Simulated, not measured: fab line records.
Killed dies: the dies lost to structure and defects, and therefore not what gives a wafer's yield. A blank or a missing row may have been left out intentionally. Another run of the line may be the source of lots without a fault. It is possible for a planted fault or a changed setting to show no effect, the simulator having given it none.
A lot that was struck, set against a sound lot :: flow sky130 :: 46 steps out of a route of 708
Sound: these wafers, L411.1, L411.5, L411.6. Wafers struck: L425.2, L425.3, L425.4. The cause comes at the end.
At each step with rows: each side's tool, then ch and its chambers, then its first start. Under that, the readings that differ: sound wafers :: struck wafers :: difference of the means :: sigmas: that difference in standard deviations of wafers without a fault.
alike: words and numbers the same on both sides, and readings whose means are apart by under 2 such deviations; not compared: readings that were withheld, readings missing a value for some wafer, numbers with overlapping values and no deviation given by the record, and bounds like >300 which may hide the same value.
Wherever a step has rows on one side only, a row that says differs or no value, or a row with sigmas, the two part there. Numbers that have no deviation but don't overlap get no sigmas and don't part them. Lack of a reading on every wafer of one side parts them only where that side has two or more wafers.

first, 5 steps without rows for these wafers: SKY_VT_ADJUST_HVTP_COAT_02 (resist thk 1140 nm); SKY_VT_ADJUST_HVTP_SOFTBAKE_03 (time 60 s); SKY_VT_ADJUST_HVTP_EXPOSE_04 (exposes mask HVTPM, target cd 380 nm); SKY_VT_ADJUST_HVTP_PEB_05; SKY_VT_ADJUST_HVTP_DEVELOP_06 (develop time 61.85 s).
SKY_VT_ADJUST_HVTP_CD_MEAS_07 targets a cd of 380 nm.
  struck on cd sem-02, day 11 14:30; sound on cd sem-01, day 7 19:11
reading: cd nm (nm)
sound: 379.3 380.1 378.4
struck: 375.2 372.8 374.2
difference: -5.2
sigmas: -2
SKY_VT_ADJUST_HVTP_OVL_MEAS_08:
  struck on overlay-02, day 11 14:36; sound on overlay-02, day 7 19:18
  alike: VT_ADJUST_HVTP_OVL
then, 1 step without rows for these wafers: SKY_VT_ADJUST_HVTP_IMPLANT_09.
SKY_VT_ADJUST_HVTP_STRIP_10: strips in O2/N2.
  sound on plasma asher-01 ch 0,1, day 7 19:29; struck on plasma asher-01 ch 0,1, day 11 14:47
  alike: drypump motor current A, oes product au, strip time to endpoint s
  not compared: rf hours counter h
SKY_VT_ADJUST_HVTP_TW_MEAS_11:
  struck on film metro-02, day 11 14:53; sound on film metro-03, day 7 19:35
  alike: VT_ADJUST_HVTP_TW
then, 2 steps without rows for these wafers: SKY_VT_ADJUST_LVTN_DEHYDRATE_00 (time 60 s); SKY_VT_ADJUST_LVTN_HMDS_01 (prime time 60 s).
SKY_VT_ADJUST_LVTN_COAT_02: resist thk 3000 nm.
  sound on litho track-04 ch 0, day 8 05:44; struck on litho track-04, day 12 03:00
  no value came back on the struck wafers for chill plate temp C (C), dispense pressure kPa (kPa); on the sound wafers chill plate temp C (C) reads 22.89 22.99 22.81
then, 4 steps without rows for these wafers: SKY_VT_ADJUST_LVTN_SOFTBAKE_03; SKY_VT_ADJUST_LVTN_EXPOSE_04 (exposes mask NWM COMPLEMENT LESS NATIVE, target cd 840 nm); SKY_VT_ADJUST_LVTN_PEB_05; SKY_VT_ADJUST_LVTN_DEVELOP_06 (develop time 60 s).
SKY_VT_ADJUST_LVTN_OVL_MEAS_07:
  struck on overlay-02, day 12 15:05; sound on overlay-02, day 8 15:29
reading: VT_ADJUST_LVTN_OVL (nm)
sound: -2.6 -3.9 -3.0
struck: - - -
difference: no value on the struck wafers
sigmas: 
then, 1 step without rows for these wafers: SKY_VT_ADJUST_LVTN_IMPLANT_08.
SKY_VT_ADJUST_LVTN_STRIP_09: strips in O2/N2.
  sound on plasma asher-01 ch 0,1, day 8 15:40; struck on plasma asher-01 ch 0,1, day 12 15:16
  no value came back on the struck wafers for oes product au (a.u.), strip time to endpoint s (s); on the sound wafers oes product au (a.u.) reads 0.722 0.721 0.720
  alike: drypump motor current A
  not compared: rf hours counter h
SKY_VT_ADJUST_LVTN_TW_MEAS_10:
  struck on film metro-01, day 12 15:22; sound on film metro-02, day 8 15:46
  alike: VT_ADJUST_LVTN_TW
then, 7 steps without rows for these wafers: SKY_VT_ADJUST_LVTN_DEHYDRATE_11 (time 60 s); SKY_VT_ADJUST_LVTN_HMDS_12 (prime time 60 s); SKY_VT_ADJUST_LVTN_COAT_13 (resist thk 1140 nm); SKY_VT_ADJUST_LVTN_SOFTBAKE_14 (time 60 s); SKY_VT_ADJUST_LVTN_EXPOSE_15 (exposes mask HVN STD DERIVED, target cd 600 nm); SKY_VT_ADJUST_LVTN_PEB_16; SKY_VT_ADJUST_LVTN_DEVELOP_17 (develop time 60 s).
SKY_VT_ADJUST_LVTN_OVL_MEAS_18:
  struck on overlay-02, day 13 16:25; sound on overlay-01, day 9 12:08
  alike: VT_ADJUST_LVTN_01_OVL
then, 1 step without rows for these wafers: SKY_VT_ADJUST_LVTN_IMPLANT_19.
SKY_VT_ADJUST_LVTN_STRIP_20: strips in O2/N2.
  sound on plasma asher-02 ch 0,1, day 9 12:19; struck on plasma asher-01 ch 0,1, day 13 16:35
  alike: drypump motor current A, oes product au, strip time to endpoint s
  not compared: rf hours counter h
SKY_VT_ADJUST_LVTN_TW_MEAS_21:
  struck on film metro-04, day 13 16:42; sound on film metro-02, day 9 12:25
reading: VT_ADJUST_LVTN_2_TW
sound: 187.1 186.0 186.7
struck: 269.4 269.6 269.8
difference: +83.0
sigmas: +35
then, 7 steps without rows for these wafers: SKY_VT_ADJUST_NCORE_DEHYDRATE_00 (time 60 s); SKY_VT_ADJUST_NCORE_HMDS_01 (prime time 60 s); SKY_VT_ADJUST_NCORE_COAT_02 (resist thk 1140 nm); SKY_VT_ADJUST_NCORE_SOFTBAKE_03 (time 60 s); SKY_VT_ADJUST_NCORE_EXPOSE_04 (exposes mask LVTN COMPLEMENT THIN, target cd 380 nm); SKY_VT_ADJUST_NCORE_PEB_05; SKY_VT_ADJUST_NCORE_DEVELOP_06 (develop time 60 s).
SKY_VT_ADJUST_NCORE_CD_MEAS_07 targets a cd of 380 nm.
  struck on cd sem-02, day 14 18:37; sound on cd sem-02, day 10 10:29
reading: cd nm (nm)
sound: 379.5 378.2 378.9
struck: 383.4 384.4 385.6
difference: +5.6
sigmas: +2
SKY_VT_ADJUST_NCORE_OVL_MEAS_08:
  struck on overlay-02, day 14 18:44; sound on overlay-01, day 10 10:37
reading: VT_ADJUST_NCORE_OVL (nm)
sound: -3.0 -1.7 -0.9
struck: 0.2 2.0 1.5
difference: +3.1
sigmas: +2
then, 1 step without rows for these wafers: SKY_VT_ADJUST_NCORE_IMPLANT_09.
SKY_VT_ADJUST_NCORE_TW_MEAS_11:
  struck on film metro-02, day 14 19:01; sound on film metro-01, day 10 10:54
reading: VT_ADJUST_NCORE_TW
sound: 215.8 216.1 216.1
struck: 280.8 279.9 281.4
difference: +64.7
sigmas: +50
SKY_VT_ADJUST_HVTR_TW_MEAS_11:
  struck on film metro-04, day 15 22:18; sound on film metro-03, day 11 09:55
reading: VT_ADJUST_HVTR_TW
sound: 210.1 210.9 209.9
struck: 281.9 282.1 280.0
difference: +71.0
sigmas: +27
SKY_VT_ADJUST_PCH_TW_MEAS_10:
  struck on film metro-04, day 17 02:23; sound on film metro-04, day 12 10:04
reading: VT_ADJUST_PCH_TW
sound: 143.9 143.2 143.9
struck: 253.8 253.0 253.9
difference: +109.9
sigmas: +79
SKY_SONOS_TUNNEL_TW_MEAS_12:
  struck on film metro-01, day 18 08:13; sound on film metro-04, day 13 10:48
reading: SONOS_TUNNEL_TW
sound: 197.9 198.5 197.8
struck: 266.9 265.3 265.4
difference: +67.8
sigmas: +29

WHERE THEY PART
Last at SKY_SONOS_TUNNEL_TW_MEAS_12 as far as this record goes, first at SKY_VT_ADJUST_HVTP_CD_MEAS_07.

WHY: the cause the simulator had injected
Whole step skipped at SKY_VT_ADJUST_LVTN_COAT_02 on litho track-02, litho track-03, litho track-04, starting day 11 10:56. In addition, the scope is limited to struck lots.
